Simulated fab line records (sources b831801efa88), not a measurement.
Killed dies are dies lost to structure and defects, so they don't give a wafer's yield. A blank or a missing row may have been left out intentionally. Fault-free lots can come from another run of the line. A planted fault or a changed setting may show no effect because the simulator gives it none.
Struck lot and sound lot, side by side -- flow sky130 -- 15 out of 708 route steps
Sound: wafers L592.1, L592.5, L592.6. Struck: wafers L605.2, L605.4, L605.5. Last of all comes the cause.
At each step with rows: each side's tool, then ch and its chambers, then its first start. Under that, the readings that differ: sound wafers -- struck wafers -- difference of the means -- sigmas: that difference in standard deviations of wafers without a fault.
alike: words and numbers the same on both sides, and readings whose means are apart by under 2 such deviations; not compared: readings that were withheld, readings missing a value for some wafer, numbers with overlapping values and no deviation given by the record, and bounds like >300 which may hide the same value.
The two part at a step that has a row with sigmas, a row that says differs or no value, or rows on one side only. Numbers that have no deviation but don't overlap get no sigmas and don't part them. A reading that every wafer of one side lacks parts them only if that side has two wafers or more.

first, 6 steps without rows for these wafers: SKY_LDD_N_HMDS_01 (prime time 60 s); SKY_LDD_N_COAT_02 (resist thk 300 nm); SKY_LDD_N_SOFTBAKE_03 (time 60 s); SKY_LDD_N_EXPOSE_04 (exposes mask NTM, target cd 840 nm); SKY_LDD_N_PEB_05; SKY_LDD_N_DEVELOP_06 (develop time 60 s).
SKY_LDD_N_OVL_MEAS_07:
  sound on overlay-01 at day 19 21:26; struck on overlay-02 at day 25 00:54
  alike: LDD_N_OVL
then, 5 steps without rows for these wafers: SKY_LDD_N_IMPLANT_08; SKY_LDD_N_IMPLANT_09; SKY_LDD_N_IMPLANT_10; SKY_LDD_N_IMPLANT_11; SKY_LDD_N_IMPLANT_12.
SKY_LDD_N_IMPLANT_13:
  sound on implanter-02 ch 0, day 19 22:13; struck on implanter-04 ch 0, day 25 02:01
  alike: faradayCurrentUA
following that, these wafers have no rows for 1 step: SKY_LDD_N_IMPLANT_14.
-- the record jumps here: 25 days lie between the struck wafers' starts before and after (it left off in module LDD_N and takes up again in module PAD_OPEN, whose first step shown is number 708 of the route) --
SKY_PAD_OPEN_PROBE_99:
  sound on prober-01 at day 47 02:55; struck on prober-01 at day 50 04:43
reading,sound,struck,difference,sigmas
model.etest.nfet_01v8_turned.driveUaUm,505.6 492.1 491.1,487.6 477 484.7,-13.2,
model.etest.tipN.rsOhmSq,441.2 445.4 443.4,448.3 448.3 449.8,+5.5,
model.etest.nfet_01v8_turned.vtV (V),0.6997 0.7128 0.7082,0.728 0.7347 0.7257,+0.023,
model.etest.nfet_01v8_lvt.vtSatV (V),0.5273 0.5463 0.5448,0.5583 0.5676 0.5613,+0.0229,
  alike: killed_at_M0_to_M3, killed_at_M4_up, killedAtContacts, killedAtFrontEnd, killedAtOther, killedDies, killedOpen, killedShort
  not compared: model.etest.nfet_01v8_lvt.driveUaUm, model.etest.nfet_01v8.driveUaUm, model.etest.nfet_01v8_swapped.vtSatV, model.etest.sramNfetPass.vtSatV

== WHERE THEY PART ==
Nowhere in this record.

WHY: whatever the simulator had introduced
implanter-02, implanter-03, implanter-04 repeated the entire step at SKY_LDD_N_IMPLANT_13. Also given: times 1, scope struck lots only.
